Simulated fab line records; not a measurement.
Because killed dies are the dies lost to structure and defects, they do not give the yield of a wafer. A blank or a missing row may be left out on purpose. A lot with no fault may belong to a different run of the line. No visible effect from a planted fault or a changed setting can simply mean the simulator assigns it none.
Shared-tool check -- flow sky130 -- Sampled: 13 lots, 45 wafers

THE REASON FOR OPENING IT
On 2 of the 13 lots, a flag is raised at SKY_SONOS_TUNNEL_CD_MEAS_07 on the reading cd nm. Wafers without a fault read 409.6 nm, standard deviation 1.8.
Rule: flag the lot when none of its wafers has a number, or when each of its wafers that has one lies beyond 4 standard deviations from that mean. The rest of the lots are taken to be sound.

lot,measured,on,"cd nm (nm), wafer by wafer",flag
L380,day 12 14:27,cd sem-01,407.3 407.7 406.5,
L382,day 13 11:34,cd sem-02,405.6 406.7 406.5,
L381,day 13 13:48,cd sem-02,407.0 409.9 409.3,
L384,day 14 04:24,cd sem-01,409.7 410.2 410.0,
L383,day 14 04:39,cd sem-02,410.8 410.5 410.7,
L385,day 14 18:22,cd sem-01,410.3 408.9 407.7,
L388,day 15 02:26,cd sem-01,409.9 409.9 410.5,
L390,day 15 15:02,cd sem-01,411.7 409.2 411.3,
L391,day 15 19:30,cd sem-01,408.5 405.6 407.6,
L394,day 16 08:11,cd sem-02,409.9 408.0 411.3,
L395,day 16 19:55,cd sem-02,379.1 379.8 378.5 379.3 379.8 378.7,FLAGGED
L397,day 17 13:06,cd sem-02,379.8 379.7 379.0 379.7 379.8 378.8,FLAGGED
L398,day 17 17:51,cd sem-02,408.2 406.6 409.4,
On average the flagged lots' numbers are 379.3 nm, which is -30.3 nm against the usual, or -17 standard deviations.

EACH LOT AND THE TOOL IT RAN ON
The record holds 2 process steps before the reading, out of a route of 708 steps. Read each cell as the tool, then ch plus the chambers that the sampled wafers visited, then the start.
lot,flag,SKY_VT_ADJUST_PCH_STRIP_09,SKY_SONOS_TUNNEL_DEVELOP_06
L380,,"plasma asher-03 ch 0,1, day 11 14:25","litho track-01 ch 0, day 12 14:18"
L382,,"plasma asher-02 ch 0,1, day 12 10:38","litho track-01 ch 0, day 13 11:26"
L381,,"plasma asher-03 ch 1, day 12 12:59","litho track-02 ch 0, day 13 13:39"
L384,,"plasma asher-02 ch 0, day 13 02:53","litho track-01 ch 0, day 14 04:15"
L383,,"plasma asher-03 ch 0,1, day 13 03:14","litho track-02 ch 0, day 14 04:30"
L385,,"plasma asher-02 ch 0,1, day 13 15:44","litho track-04 ch 0, day 14 18:12"
L388,,"plasma asher-02 ch 0,1, day 14 00:13","litho track-02 ch 0, day 15 02:18"
L390,,"plasma asher-02 ch 0,1, day 14 12:01","litho track-04 ch 0, day 15 14:54"
L391,,"plasma asher-03 ch 0,1, day 14 16:14","litho track-04 ch 0, day 15 19:21"
L394,,"plasma asher-02 ch 0,1, day 15 04:13","litho track-02 ch 0, day 16 08:03"
L395,FLAGGED,"plasma asher-03 ch 0,1, day 15 15:59","litho track-04 ch 0, day 16 19:46"
L397,FLAGGED,"plasma asher-03 ch 0,1, day 16 08:47","litho track-04 ch 0, day 17 12:57"
L398,,"plasma asher-04 ch 0,1, day 16 13:05","litho track-02 ch 0, day 17 17:42"
What the steps here do:
- SKY_VT_ADJUST_PCH_STRIP_09: strips in O2/N2.
- SKY_SONOS_TUNNEL_DEVELOP_06: develop time 60 s.
- SKY_SONOS_TUNNEL_CD_MEAS_07: target cd 410 nm.

FLAGGED OVER TOTAL, TOOL BY TOOL (the gauges that took the reading come last)
step,tool,lots run,flagged,share of the flagged lots,sound lots run after its first flagged lot
SKY_VT_ADJUST_PCH_STRIP_09,plasma asher-02,6,0,none,-
SKY_VT_ADJUST_PCH_STRIP_09,plasma asher-03,6,2,all,0
SKY_VT_ADJUST_PCH_STRIP_09,plasma asher-04,1,0,none,-
SKY_SONOS_TUNNEL_DEVELOP_06,litho track-01,3,0,none,-
SKY_SONOS_TUNNEL_DEVELOP_06,litho track-02,5,0,none,-
SKY_SONOS_TUNNEL_DEVELOP_06,litho track-04,5,2,all,0
SKY_SONOS_TUNNEL_CD_MEAS_07,cd sem-01,6,0,none,-
SKY_SONOS_TUNNEL_CD_MEAS_07,cd sem-02,7,2,all,1 (L398)

WHAT THE TABLE ALLOWS
Rows of the table that ran every flagged lot, 3 in all: plasma asher-03 at SKY_VT_ADJUST_PCH_STRIP_09, litho track-04 at SKY_SONOS_TUNNEL_DEVELOP_06, cd sem-02 at SKY_SONOS_TUNNEL_CD_MEAS_07.
- plasma asher-03 at SKY_VT_ADJUST_PCH_STRIP_09 ran 6 lots, 2 of them flagged. Its last sound lot is L391 (day 14 16:14), its first flagged lot L395 (day 15 15:59): a fault that began between those two fits.
- litho track-04 at SKY_SONOS_TUNNEL_DEVELOP_06 ran 5 lots, 2 of them flagged. Its last sound lot is L391 (day 15 19:21), its first flagged lot L395 (day 16 19:46): a fault that began between those two fits.
- cd sem-02 at SKY_SONOS_TUNNEL_CD_MEAS_07 ran 7 lots, 2 of them flagged. Lots that were sound ran on it after the first flagged one (L398); a persistent fault on the entire tool would not allow that.
A lot count leaves these 2 tools indistinguishable: every one of them fits a fault beginning at some hour. More lots, or a look at what each step does to the wafer, might.

WHAT WAS PUT IN BY THE SIMULATOR
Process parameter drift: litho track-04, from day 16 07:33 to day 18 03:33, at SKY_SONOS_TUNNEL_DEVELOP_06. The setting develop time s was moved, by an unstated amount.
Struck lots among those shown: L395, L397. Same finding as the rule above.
